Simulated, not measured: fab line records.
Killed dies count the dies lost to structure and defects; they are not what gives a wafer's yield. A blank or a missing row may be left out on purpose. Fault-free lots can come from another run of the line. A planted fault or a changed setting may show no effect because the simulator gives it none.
Chamber matching	flow gf180mcu	GF_STI_ETCH_13 on rieDiel-04: 4 sister chambers
The step etches the open film in CHF3/O2, stops on Si, target depth 282.31 nm, time 112.9 s. 8 wafers are shown with their chamber, then 7 later ones without.

## WAFERS, EACH WITH ITS CHAMBER
wafer	chamber	chf3FlowSccm (sccm)	rfFwdPowerW (W)
L367.1	1	50.01	595.6
L367.5	1	50.04	595.2
L368.4	2	49.90	597.0
L368.6	0	50.15	595.9
L369.2	2	50.00	595.8
L369.5	3	50.02	596.6
L372.1	0	50.23	598.1
L372.3	3	49.90	596.3

## WAFERS MISSING THEIR CHAMBER
wafer	chf3FlowSccm (sccm)	rfFwdPowerW (W)
L372.6	50.14	595.6
L377.1	49.88	600.6
L377.3	49.86	596.1
L377.4	50.07	594.2
L382.1	49.86	593.0
L382.5	49.95	594.5
L382.6	49.87	598.2

## WHICH CHAMBER EACH ONE RAN IN
wafer	from the rows above	in truth
L372.6	can't be placed: 0 or 1 or 3 or 2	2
L377.1	can't be placed: 3 or 2 or 1 or 0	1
L377.3	can't be placed: 2 or 3 or 1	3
L377.4	can't be placed: 1 or 3 or 2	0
L382.1	can't be placed: 1 or 2 or 3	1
L382.5	can't be placed: 1 or 2 or 3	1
L382.6	can't be placed: 2 or 3 or 1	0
Placed correctly: 0 of 7. These rows do not allow placing 7 (true chamber among the candidates in 5). Number placed wrongly: 0.
How it was worked out, from the rows above alone: a wafer's distance from a chamber is the root of the sum, over the readings, of the square of ((its reading less the chamber's mean) divided by the reading's scatter). If the next closest chamber is less than 2 further off than the closest, the wafer can't be placed; otherwise it belongs to the closest. For every chamber, the mean is computed from those of its wafers that are shown. How the scatter is found: for the shown wafers, subtract from each reading the mean of its chamber, square and add these, divide the total by (wafers less chambers), then take the root.
